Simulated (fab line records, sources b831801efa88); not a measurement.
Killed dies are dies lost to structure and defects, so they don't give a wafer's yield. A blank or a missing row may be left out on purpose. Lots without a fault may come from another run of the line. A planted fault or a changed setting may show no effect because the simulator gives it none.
Which tool did it? | flow sky130 | 12 lots, 36 wafers sampled, at 5 steps of a route of 708

WHAT THE GAUGES READ, wafer by wafer
SKY_SONOS_ONO_THK_MEAS_03. Usual: SONOS_ONO_CVD_02_THK 10.50 nm, standard deviation 0.16.
lot  | measured     | on            | SONOS_ONO_CVD_02_THK (nm)        | flag
L518 | day 11 13:28 | film_metro-01 | 10.57 10.67 10.55                |
L519 | day 11 18:26 | film_metro-01 | 10.60 10.55 10.72                |
L520 | day 12 04:32 | film_metro-01 | 9.81 9.76 9.68 9.76 9.71 9.72    | OFF
L521 | day 12 16:54 | film_metro-04 | 10.01 9.99 10.10 9.98 9.96 10.05 | OFF
L531 | day 16 05:40 | film_metro-04 | 10.77 10.75 10.70                |
L530 | day 16 05:40 | film_metro-01 | 10.68 10.63 10.52                |
L533 | day 16 20:52 | film_metro-01 | 10.46 10.47 10.43                |
L534 | day 17 05:26 | film_metro-02 | 10.60 10.59 10.63                |
L535 | day 17 09:00 | film_metro-04 | 10.62 10.58 10.58                |
L539 | day 18 17:48 | film_metro-02 | 10.62 10.57 10.66                |
L540 | day 19 05:49 | film_metro-02 | 10.22 10.45 10.42                |
L541 | day 19 05:50 | film_metro-04 | 10.56 10.48 10.41                |

SKY_LDD_P_OVL_MEAS_08. Usual: LDD_P_OVL -0.2 nm, standard deviation 1.3.
lot  | measured     | on         | LDD_P_OVL (nm) | flag
L518 | day 19 03:15 | overlay-01 | -0.6 -0.8 -2.4 |
L519 | day 19 09:38 | overlay-02 | 0.3 0.2 0.7    |
L520 | day 19 22:25 | overlay-01 | 0.1 0.5 -0.9   |
L521 | day 20 07:52 | overlay-01 | -2.7 -3.1 -3.6 |
L531 | day 24 07:02 | overlay-01 | -0.6 -1.1 1.0  |
L530 | day 24 05:19 | overlay-01 | -3.5 -1.3 -2.4 |
L533 | day 25 14:35 | overlay-02 | -1.9 -0.7 -1.4 |
L534 | day 25 17:24 | overlay-01 | -1.1 -0.1 -0.9 |
L535 | day 25 16:19 | overlay-01 | 0.8 -0.6 0.7   |
L539 | day 26 16:13 | overlay-02 | 0.0 1.1 1.9    |
L540 | day 27 07:23 | overlay-01 | 0.2 -0.6 -1.9  |
L541 | day 27 10:03 | overlay-02 | 0.6 2.5 1.1    |

WHICH TOOL RAN EACH LOT (tool, then ch and the chambers of the sampled wafers, then the start)
lot  | SKY_VT_ADJUST_LVTN_STRIP_20          | SKY_SONOS_ONO_CVD_02        | SKY_POLY_GATE_STRIP_18
L518 | plasma_asher-02 ch 1, day 7 14:47    | lpcvd-02 ch 1, day 11 12:25 | plasma_asher-03 ch 0,1, day 16 08:22
L519 | plasma_asher-02 ch 0,1, day 7 19:26  | lpcvd-02 ch 1, day 11 17:23 | plasma_asher-04 ch 0,1, day 16 14:25
L520 | plasma_asher-02 ch 0,1, day 8 04:35  | lpcvd-02 ch 0, day 12 03:29 | plasma_asher-02 ch 0,1, day 17 06:01
L521 | plasma_asher-03 ch 0,1, day 8 13:28  | lpcvd-02 ch 0, day 12 15:50 | plasma_asher-03 ch 0, day 17 15:46
L531 | plasma_asher-03 ch 0,1, day 11 14:53 | lpcvd-02 ch 0, day 16 04:37 | plasma_asher-03 ch 0,1, day 21 14:56
L530 | plasma_asher-02 ch 0,1, day 11 15:50 | lpcvd-02 ch 1, day 16 04:37 | plasma_asher-02 ch 0,1, day 21 14:28
L533 | plasma_asher-01 ch 0,1, day 12 02:23 | lpcvd-02 ch 0, day 16 19:49 | plasma_asher-04 ch 0,1, day 23 00:35
L534 | plasma_asher-01 ch 0,1, day 12 10:49 | lpcvd-02 ch 0, day 17 04:22 | plasma_asher-04 ch 0,1, day 23 03:13
L535 | plasma_asher-02 ch 0, day 12 16:53   | lpcvd-02 ch 1, day 17 07:56 | plasma_asher-02 ch 0,1, day 23 02:55
L539 | plasma_asher-03 ch 0,1, day 13 20:04 | lpcvd-02 ch 0, day 18 16:44 | plasma_asher-02 ch 0,1, day 24 02:46
L540 | plasma_asher-02 ch 0,1, day 14 06:43 | lpcvd-02 ch 0, day 19 04:46 | plasma_asher-04 ch 0,1, day 24 17:00
L541 | plasma_asher-01 ch 0, day 14 07:22   | lpcvd-02 ch 0, day 19 04:46 | plasma_asher-02 ch 0,1, day 24 18:43
- SKY_VT_ADJUST_LVTN_STRIP_20: strips in O2/N2.
- SKY_SONOS_ONO_CVD_02: deposits Si3N4 from DCS/NH3, target thk 10.5 nm, time 180 s.
- SKY_POLY_GATE_STRIP_18: strips in O2/N2.

WHAT THE TOOLS THEMSELVES READ (means of the sampled wafers that have a number; where no wafer has one, the mark that the record gives instead)
SKY_VT_ADJUST_LVTN_STRIP_20. Usual: drypump_motor_current_A 5.6 A, standard deviation 0.46; oes_product_au 0.716 a.u., standard deviation 0.0045; strip_time_to_endpoint_s 14.26 s, standard deviation 0.031.
lot  | tool            | drypump_motor_current_A (A) | oes_product_au (a.u.) | strip_time_to_endpoint_s (s) | flag
L518 | plasma_asher-02 | 5.2                         | 0.716                 | 14.26                        |
L519 | plasma_asher-02 | 5.1                         | 0.718                 | 14.30                        |
L520 | plasma_asher-02 | 5.2                         | 0.717                 | 14.25                        |
L521 | plasma_asher-03 | 6.2                         | 0.711                 | 14.27                        |
L531 | plasma_asher-03 | 6.1                         | 0.717                 | 14.28                        |
L530 | plasma_asher-02 | 5.2                         | 0.717                 | 14.29                        |
L533 | plasma_asher-01 | 5.9                         | 0.716                 | 14.24                        |
L534 | plasma_asher-01 | 5.9                         | 0.716                 | 14.20                        |
L535 | plasma_asher-02 | 5.1                         | 0.718                 | 14.27                        |
L539 | plasma_asher-03 | 6.2                         | 0.716                 | 14.26                        |
L540 | plasma_asher-02 | 5.2                         | 0.715                 | 14.23                        |
L541 | plasma_asher-01 | 5.4                         | 0.717                 | 14.28                        |

SKY_SONOS_ONO_CVD_02. Usual: pressure_mtorr 250.1 mTorr, standard deviation 0.49; zone_power_bottom_pct 20.51 %, standard deviation 0.21.
lot  | tool     | pressure_mtorr (mTorr) | zone_power_bottom_pct (%) | flag
L518 | lpcvd-02 | 249.8                  | 20.39                     |
L519 | lpcvd-02 | 250.3                  | 20.41                     |
L520 | lpcvd-02 | 200.7                  | 20.54                     | OFF
L521 | lpcvd-02 | 199.9                  | 20.44                     | OFF
L531 | lpcvd-02 | 249.9                  | 20.50                     |
L530 | lpcvd-02 | 250.1                  | 20.58                     |
L533 | lpcvd-02 | 249.8                  | 20.58                     |
L534 | lpcvd-02 | 250.0                  | 20.39                     |
L535 | lpcvd-02 | 250.2                  | 20.35                     |
L539 | lpcvd-02 | 251.0                  | 20.35                     |
L540 | lpcvd-02 | 249.6                  | 20.47                     |
L541 | lpcvd-02 | 249.8                  | 20.42                     |

SKY_POLY_GATE_STRIP_18. Usual: drypump_motor_current_A 5.6 A, standard deviation 0.46; oes_product_au 0.360 a.u., standard deviation 0.0046; strip_time_to_endpoint_s 3.14 s, standard deviation 0.036.
lot  | tool            | drypump_motor_current_A (A) | oes_product_au (a.u.) | strip_time_to_endpoint_s (s) | flag
L518 | plasma_asher-03 | 6.0                         | 0.358                 | 3.14                         |
L519 | plasma_asher-04 | 6.0                         | 0.359                 | 3.13                         |
L520 | plasma_asher-02 | 5.2                         | 0.358                 | 3.10                         |
L521 | plasma_asher-03 | 6.3                         | 0.359                 | 3.11                         |
L531 | plasma_asher-03 | 6.0                         | 0.359                 | 3.16                         |
L530 | plasma_asher-02 | 5.2                         | 0.353                 | 3.10                         |
L533 | plasma_asher-04 | 5.7                         | 0.360                 | 3.12                         |
L534 | plasma_asher-04 | 6.0                         | 0.362                 | 3.13                         |
L535 | plasma_asher-02 | 5.2                         | 0.357                 | 3.16                         |
L539 | plasma_asher-02 | 5.1                         | 0.360                 | 3.17                         |
L540 | plasma_asher-04 | 6.0                         | 0.362                 | 3.13                         |
L541 | plasma_asher-02 | 5.2                         | 0.360                 | 3.17                         |

THE ANSWER, worked out from the rows above alone
Rule: a lot is off if the mean of its wafers that have a number lies more than 3 standard deviations from the usual mean. A lot without any number at a reading at which 4 lots or more have one is off too. The other lots that the step has rows for count as sound. The gauges are gone through in route order, then the tools' own readings, and for those a lot's mean is taken as printed above. The first step at which some lot is off is used, and at that step the reading that is off furthest; a lot without a number counts as furthest.
Off: L520, L521, at SKY_SONOS_ONO_THK_MEAS_03 (SONOS_ONO_CVD_02_THK).
A tool fits if, at a process step before that reading, it ran every lot that is off, and no sound lot after the first of them. The gauges at SKY_SONOS_ONO_THK_MEAS_03 aren't tried: what is off there is off at SKY_SONOS_ONO_CVD_02 too, on other tools, and a gauge's error can't cause that. None of those tried fits.

WHAT THE SIMULATOR HAD PUT IN
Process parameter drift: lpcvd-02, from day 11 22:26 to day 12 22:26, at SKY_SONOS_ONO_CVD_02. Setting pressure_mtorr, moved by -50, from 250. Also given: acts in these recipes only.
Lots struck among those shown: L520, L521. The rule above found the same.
